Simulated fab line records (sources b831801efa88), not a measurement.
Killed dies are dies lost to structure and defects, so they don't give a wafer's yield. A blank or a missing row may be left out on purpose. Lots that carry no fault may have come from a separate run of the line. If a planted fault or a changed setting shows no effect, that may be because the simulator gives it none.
Code-filled problem report in 8D (eight disciplines) form ; flow sky130 ; the parts of the form that need people (team, actions taken, sign-off) are left out

== 1. WHAT IS WRONG ==
SKY_METAL5_METAL_ETCH_15, runLengthS: mean 235.4 s over 1 wafer from 1 lot; wafers with no fault: 280.3 s, standard deviation 0.64. That puts it -70 standard deviations away from the usual mean.
The step: etches the open film in Cl2/BCl3, stops on SiO2, target depth 1260 nm, time 252 s.
The first sign was on wafer L972.1 at day 44 13:53, on rieMetal-02. Wafers with a number at this step in the record: 33, from 11 lots. The rule behind "out" and "out of limits": a value lying over 4 standard deviations away from the usual mean. The rest of the wafers with a number are treated as sound.

== 2. WHAT IT IS, WHAT IT ISN'T ==
question;is;is not
which readings at this step;runLengthS, oesProductAu;drypumpMotorCurrentA, throttleValvePct
which lots;L972;L969, L970, L971, L980, L981, L986, L987, L988, L990, L991
which wafers of those lots;L972.1;L972.3, L972.6
read on which tools;rieMetal-02;rieMetal-03, rieMetal-04
when;from day 44 13:53;"up to then (11 sound wafers); but 21 sound wafers of L980, L981, L986, L987, L988, L990, L991 came after"

== 3. SUSPECTS, AND WHAT RULES EACH OUT ==
Counting: any tool at a process step up to the reading remains a suspect provided it ran every lot that is out. Sound lots after the first of them don't rule it out here, since some wafers of a struck lot are sound.
- rieMetal-02 at SKY_METAL5_METAL_ETCH_15 (etches the open film in Cl2/BCl3, stops on SiO2, target depth 1260 nm, time 252 s): kept. It processed L972, the lot that is out, at day 44 13:53, and its most recent sound lot before then was L971 at day 44 09:39. Its own oesProductAu, runLengthS readings are out on those wafers.
- At SKY_METAL5_METAL_ETCH_15 on rieMetal-02, chamber 0 took the sound wafers of the same lots and chamber 1 took the wafers that are out.
The count leaves rieMetal-02 at SKY_METAL5_METAL_ETCH_15.

== 4. THE CAUSE (what the simulator had put in) ==
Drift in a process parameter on rieMetal-02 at SKY_METAL5_METAL_ETCH_15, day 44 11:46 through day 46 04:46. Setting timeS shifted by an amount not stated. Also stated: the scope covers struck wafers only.
Only this tool survived the counting.

== 5. THE EFFECT CHAIN, in route order ==
Each row: a reading where the mean over the struck wafers with a number is more than 3 standard deviations away from the usual. Only readings for which the record gives a usual standard deviation are gone through. hours: the time from each lot's start at the first step in this table that gives one to its start at this step, as a median over the lots. sigmas: the change in usual standard deviations.
hours;step;reading;usual;on struck wafers;change;sigmas
0;SKY_METAL5_METAL_ETCH_15;oesProductAu;0.893 a.u.;0.992;+0.099;+19
0;SKY_METAL5_METAL_ETCH_15;runLengthS;280.3 s;235.4;-44.9;-70
0;SKY_METAL5_STRIP_16;stripTimeToEndpointS;13.06 s;14.71;+1.65;+10
45;SKY_PAD_OPEN_PROBE_99;defectLimitedYield;82.5 %;12.6;-69.9;-37
45;SKY_PAD_OPEN_PROBE_99;killed_at_M4_up;3.4;358.0;+354.6;+99 or more
45;SKY_PAD_OPEN_PROBE_99;killedDies;86;430;+344;+37
45;SKY_PAD_OPEN_PROBE_99;killedOnRim;17;92;+75;+19
45;SKY_PAD_OPEN_PROBE_99;sort_bin_5_function;10.3 %;80.9;+70.6;+47
45;SKY_PAD_OPEN_PROBE_99;sortNPass;406;62;-344;-37
45;SKY_PAD_OPEN_PROBE_99;sortYieldPct;82.5 %;12.6;-69.9;-37
The process steps in it:
- SKY_METAL5_METAL_ETCH_15: etches the open film in Cl2/BCl3, stops on SiO2, target depth 1260 nm, time 252 s.
- SKY_METAL5_STRIP_16: strips in O2/N2.
- SKY_PAD_OPEN_PROBE_99

== 6. HOW IT WOULD HAVE BEEN CAUGHT EARLIER ==
2 hours passed between the start of the fault at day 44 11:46 and the first reading out of limits in this record, taken at day 44 13:53.
